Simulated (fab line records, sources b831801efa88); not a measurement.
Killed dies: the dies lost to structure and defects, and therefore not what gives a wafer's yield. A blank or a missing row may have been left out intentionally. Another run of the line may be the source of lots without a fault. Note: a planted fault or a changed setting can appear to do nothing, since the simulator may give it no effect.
fab line records    flow gf180mcu
[record] lots = 14  wafers = 42  last_day = 35
route steps=602 shown STI@18 VT_IMPLANT@99
lots that met no fault: from a run of the same line without faults
start_h: start of the lot's first displayed wafer, in hours after the record's first day    wait_h: time in hours since the lot's previous step    " as in the row above    L1.1+2: one row covering several wafers at once    - no value, or no start was given    * or withheld: withheld    < > ~ a bound
route shown NAME@n: NAME is a module with steps in the file, n the number in the route of the first one    usual: mean/standard deviation of fault-free wafers    same: alike in all rows    chamber/n: place in a boat    sites: the reading at each site    _std_site: how widely they spread, as a standard deviation    _edge_site: mean of outer sites minus mean of inner sites    radius_mm: how far each site lies from the wafer's centre    mask NAME#n: copy n    behind: the tool/chamber that last shaped the wafer    hold: reason for holding the lot/hours on hold/outcome of the hold    device: which transistor (n, p or np) failed to switch    end of line: the tests these same wafers got at the end of their route    where a step has no rows: the recipe by itself    killed: the dies lost at the first sort to structure and to defects; this is not the yield of the wafer    map: per-die view of a wafer (x killed, . not killed, _ where there is no die)
set.NAME: the setting as run; set.NAME@STEP: as run at that earlier step    model.NAME: the simulator's own value behind a step, which no gauge read
one table for each step of the route and one row for each wafer, over a sample of lots
services: when a tool's chamber went out of use (start_h, in hours from the record's first day, below 0 if earlier), for how many hours, and the reason
[[steps]]
[step GF_STI_WET_ETCH_17]
[recipe] chemistry = H3PO4  target_depth_nm = 45  temp_c = 160  target = Si3N4  time_s = 514
[usual] run_length_s = 543/3.7
lot.wafer  tool          chamber  start_h  wait_h  run_length_s
L147.3     wet_bench-03  0        26.20    0.0     549
L147.4     "             0        "        "       549
L147.5     "             0        "        "       549
L148.1     wet_bench-04  0        32.95    0.0     541
L148.2     "             0        "        "       541
L148.4     "             0        "        "       541
L150.1     wet_bench-01  0        42.05    0.0     542
L150.2     "             0        "        "       542
L150.4     "             0        "        "       542
L151.3     wet_bench-01  1        47.50    0.0     539
L151.4     "             1        "        "       539
L151.5     "             1        "        "       539
L154.1     wet_bench-01  1        62.94    0.0     547
L154.2     "             1        "        "       547
L154.6     "             1        "        "       547
L156.1     wet_bench-01  0        73.09    0.0     549
L156.2     "             0        "        "       549
L156.6     "             0        "        "       549
L157.1     wet_bench-01  1        78.09    0.0     547
L157.2     "             1        "        "       547
L157.3     "             1        "        "       547
L159.1     wet_bench-01  0        89.54    0.0     541
L159.2     "             0        "        "       541
L159.4     "             0        "        "       541
L160.1     wet_bench-01  1        93.29    0.0     214
L160.3     "             1        "        "       214
L160.5     "             1        "        "       214
L161.3     wet_bench-01  3        97.79    0.0     215
L161.4     "             3        "        "       215
L161.5     "             3        "        "       215
L162.2     wet_bench-03  0        104.30   0.0     541
L162.4     "             0        "        "       541
L162.6     "             0        "        "       541
L163.1     wet_bench-03  1        107.84   0.0     540
L163.2     "             1        "        "       540
L163.3     "             1        "        "       540
L169.1     wet_bench-03  3        140.45   0.0     539
L169.4     "             3        "        "       539
L169.5     "             3        "        "       539
L170.2     wet_bench-03  3        145.29   0.1     540
L170.4     "             3        "        "       540
L170.6     "             3        "        "       540
[step GF_STI_THK_MEAS_22]
[recipe] reads = SiO2_of_STI_OXIDATION_21
[usual] STI_OXIDATION_01_THK = 15.0/0.34
lot.wafer  tool           chamber  start_h  wait_h  STI_OXIDATION_01_THK[nm]
L147.3     film_metro-01  -        27.72    0.0     14.9
L147.4     "              -        "        "       14.8
L147.5     "              -        "        "       14.8
L148.1     film_metro-01  -        35.19    0.0     15.3
L148.2     "              -        "        "       15.3
L148.4     "              -        "        "       15.2
L150.1     film_metro-04  -        45.79    0.0     14.7
L150.2     "              -        "        "       14.8
L150.4     "              -        "        "       14.8
L151.3     film_metro-02  -        51.12    0.0     15.0
L151.4     "              -        "        "       14.7
L151.5     "              -        "        "       14.8
L154.1     film_metro-04  -        65.53    0.0     15.5
L154.2     "              -        "        "       15.5
L154.6     "              -        "        "       15.5
L156.1     film_metro-01  -        74.69    0.0     15.4
L156.2     "              -        "        "       15.5
L156.6     "              -        "        "       15.4
L157.1     film_metro-04  -        79.58    0.0     14.6
L157.2     "              -        "        "       14.8
L157.3     "              -        "        "       14.8
L159.1     film_metro-02  -        91.00    0.0     15.2
L159.2     "              -        "        "       15.2
L159.4     "              -        "        "       15.2
L160.1     film_metro-01  -        94.76    0.0     14.5
L160.3     "              -        "        "       14.4
L160.5     "              -        "        "       14.7
L161.3     film_metro-02  -        99.27    0.0     15.3
L161.4     "              -        "        "       15.1
L161.5     "              -        "        "       15.2
L162.2     film_metro-01  -        105.77   0.0     15.1
L162.4     "              -        "        "       15.0
L162.6     "              -        "        "       15.2
L163.1     film_metro-04  -        109.32   0.0     15.1
L163.2     "              -        "        "       15.1
L163.3     "              -        "        "       15.3
L169.1     film_metro-01  -        144.46   0.0     15.0
L169.4     "              -        "        "       15.1
L169.5     "              -        "        "       14.9
L170.2     film_metro-01  -        150.49   0.0     15.4
L170.4     "              -        "        "       15.6
L170.6     "              -        "        "       15.5
[step GF_VT_IMPLANT_STRIP_09]
[recipe] chemistry = O2/N2  power_w = 1400  pressure_mtorr = 1500  platen_temp_c = 250  o2_flow_sccm = 3000  n2_flow_sccm = 300  overash_fraction = 0.5
[usual] drypump_motor_current_A = 5.5/0.49  heater_power_w = 348/49  o2_flow_sccm = 2999/8.5  oes_product_au = 0.716/0.0044  platen_temp_c = 250.02/0.19  strip_time_to_endpoint_s = 12.63/0.033
lot.wafer  tool             chamber  start_h  wait_h  drypump_motor_current_A  heater_power_w  o2_flow_sccm  oes_product_au  platen_temp_c  rf_hours_counter_h  strip_time_to_endpoint_s
L147.3     plasma_asher-03  1        111.33   0.1     6.2                      234             3008          0.719           249.95         -                   12.65
L147.4     "                0        "        "       6.3                      374             3001          0.713           249.85         -                   12.65
L147.5     "                1        "        "       6.2                      236             3002          0.711           249.86         -                   12.68
L148.1     plasma_asher-04  1        118.84   0.1     5.6                      337             2994          0.717           250.28         44                  12.67
L148.2     "                0        "        "       5.1                      363             3014          0.724           250.29         44                  12.65
L148.4     "                1        "        "       5.6                      337             2984          0.716           250.30         -                   12.67
L150.1     plasma_asher-01  0        136.88   0.1     5.0                      363             3008          0.726           250.24         34                  12.67
L150.2     "                1        "        "       5.4                      386             3011          0.719           249.86         34                  12.63
L150.4     "                1        "        "       5.4                      398             2999          0.711           250.18         -                   12.61
L151.3     plasma_asher-01  0        138.43   0.1     5.0                      354             2998          0.719           249.83         -                   12.65
L151.4     "                1        "        "       5.4                      392             3003          0.724           249.68         -                   12.65
L151.5     "                1        "        "       5.4                      379             3003          0.720           249.82         -                   12.61
L154.1     plasma_asher-03  1        158.08   0.1     6.2                      239             2985          0.711           250.02         52                  12.66
L154.2     "                0        "        "       6.3                      387             3004          0.713           250.01         52                  12.64
L154.6     "                1        "        "       6.2                      240             2992          0.717           249.88         -                   12.65
L156.1     plasma_asher-04  0        169.58   0.1     5.1                      354             3001          0.716           250.17         48                  12.64
L156.2     "                1        "        "       5.6                      344             2994          0.719           250.32         48                  12.63
L156.6     "                0        "        "       5.1                      361             3014          0.718           249.85         -                   12.61
L157.1     plasma_asher-01  0        176.54   0.1     5.0                      355             2991          0.711           249.83         39                  12.63
L157.2     "                1        "        "       5.4                      393             2995          0.719           250.07         39                  12.60
L157.3     "                0        "        "       5.0                      356             3002          0.710           250.15         -                   12.61
L159.1     plasma_asher-01  0        188.13   0.1     5.0                      342             2989          0.720           250.24         40                  12.61
L159.2     "                1        "        "       5.4                      397             2997          0.709           249.78         40                  12.64
L159.4     "                1        "        "       5.4                      390             3000          0.710           250.12         -                   12.60
L160.1     plasma_asher-01  1        194.62   0.1     5.4                      381             2984          0.723           250.31         41                  12.64
L160.3     "                1        "        "       5.4                      390             2999          0.714           250.13         -                   12.70
L160.5     "                1        "        "       5.4                      391             2989          0.719           250.25         -                   12.64
L161.3     plasma_asher-01  0        197.07   0.1     5.0                      351             2996          0.717           250.22         -                   12.66
L161.4     "                1        "        "       5.4                      387             2992          0.714           249.70         -                   12.65
L161.5     "                0        "        "       5.0                      357             3002          0.714           250.04         -                   12.65
L162.2     plasma_asher-03  0        205.34   0.1     6.2                      376             2993          0.718           250.18         54                  12.61
L162.4     "                1        "        "       6.2                      232             2993          0.713           249.97         -                   12.58
L162.6     "                1        "        "       6.2                      238             2994          0.716           249.94         -                   12.61
L163.1     plasma_asher-04  1        211.49   0.1     5.6                      343             2992          0.716           249.73         53                  12.69
L163.2     "                0        "        "       5.1                      361             3006          0.710           250.33         53                  12.67
L163.3     "                0        "        "       5.1                      370             3013          0.723           250.23         -                   12.70
L169.1     plasma_asher-03  0        255.39   0.1     6.3                      385             3017          0.719           250.08         60                  12.63
L169.4     "                0        "        "       6.3                      375             3005          0.710           250.08         -                   12.64
L169.5     "                1        "        "       6.2                      234             2998          0.721           249.58         -                   12.62
L170.2     plasma_asher-03  1        263.69   0.1     6.2                      238             3002          0.715           249.66         61                  12.63
L170.4     "                0        "        "       6.3                      384             2998          0.713           249.89         -                   12.66
L170.6     "                1        "        "       6.2                      240             2999          0.721           249.75         -                   12.67
[step GF_VT_IMPLANT_OVL_MEAS_29]
[usual] VT_IMPLANT_02_OVL = -0.6/1.5
lot.wafer  tool        chamber  start_h  wait_h  VT_IMPLANT_02_OVL[nm]
L147.3     overlay-01  -        142.50   0.1     -2.3
L147.4     "           -        "        "       -0.7
L147.5     "           -        "        "       -1.4
L148.1     overlay-01  -        151.01   0.1     -3.3
L148.2     "           -        "        "       -3.4
L148.4     "           -        "        "       -2.8
L150.1     overlay-02  -        168.61   0.1     -0.4
L150.2     "           -        "        "       0.4
L150.4     "           -        "        "       1.8
L151.3     overlay-02  -        169.91   0.1     -1.6
L151.4     "           -        "        "       0.4
L151.5     "           -        "        "       -1.4
L154.1     overlay-01  -        191.69   0.1     0.2
L154.2     "           -        "        "       0.3
L154.6     "           -        "        "       0.4
L156.1     overlay-02  -        204.80   0.1     -0.5
L156.2     "           -        "        "       0.7
L156.6     "           -        "        "       -0.3
L157.1     overlay-02  -        211.20   0.1     0.5
L157.2     "           -        "        "       1.3
L157.3     "           -        "        "       0.8
L159.1     overlay-02  -        224.71   0.1     -0.2
L159.2     "           -        "        "       1.2
L159.4     "           -        "        "       0.0
L160.1     overlay-01  -        230.94   0.1     -3.7
L160.3     "           -        "        "       -3.4
L160.5     "           -        "        "       -2.5
L161.3     overlay-01  -        233.45   0.1     -1.3
L161.4     "           -        "        "       -0.1
L161.5     "           -        "        "       -1.4
L162.2     overlay-01  -        241.86   0.1     2.7
L162.4     "           -        "        "       1.9
L162.6     "           -        "        "       1.7
L163.1     overlay-01  -        248.29   0.1     1.3
L163.2     "           -        "        "       -0.2
L163.3     "           -        "        "       -0.4
L169.1     overlay-02  -        295.31   0.1     0.0
L169.4     "           -        "        "       0.6
L169.5     "           -        "        "       0.0
L170.2     overlay-01  -        303.56   0.1     -1.7
L170.4     "           -        "        "       -1.2
L170.6     "           -        "        "       -2.4
[[services]]
tool             chamber  start_h  hours  kind
wet_bench-04     -        38.62    121.9  repair
plasma_asher-01  -        39.41    1.5    repair
plasma_asher-04  -        55.98    2.8    pm
wet_bench-04     -        84.38    4.9    repair
plasma_asher-03  -        106.41   3.4    repair
wet_bench-01     -        124.81   1.9    pm
plasma_asher-04  -        144.73   20.5   repair
plasma_asher-03  -        163.12   28.1   pm
plasma_asher-01  -        177.32   1.4    repair
plasma_asher-01  -        182.99   0.6    repair
plasma_asher-01  -        183.35   1.7    repair
wet_bench-04     -        213.46   3.1    repair
plasma_asher-03  -        216.99   2.9    repair
plasma_asher-01  -        234.50   7.3    repair
plasma_asher-04  -        249.95   8.6    repair
[[key]]
[first_sign] step = GF_STI_WET_ETCH_17  reading = run_length_s  direction = down  sigmas = 89  usual = *  struck = *
effect none on later readings
met_at GF_STI_WET_ETCH_17
struck_lots L160,L161
sort_left_out L160.1,L160.3,L160.5,L161.3,L161.4,L161.5
tester_left_out L160,L161
not_acting_at GF_STI_THK_MEAS_22,GF_VT_IMPLANT_STRIP_09,GF_VT_IMPLANT_OVL_MEAS_29
onset_between 89.54 93.29
[fault] kind = process_parameter_drift  tool = wet_bench-01  chamber = -  onset_h = 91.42  steps = GF_STI_WET_ETCH_17  channel = time_s  offset = *  shape = step  end_h = 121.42  acts_in = *  stated = *
// tester_left_out: of these lots the tester's yield and bins aren't shown, on N5 and GAA mostly nor the transistor test; their killed dies are dies lost to structure and defects alone, not to doping, threshold or leakage, so they don't give the yield
// sort_left_out: the simulated sort isn't trusted on such a fault, so these wafers' sort isn't shown, and their yield isn't known
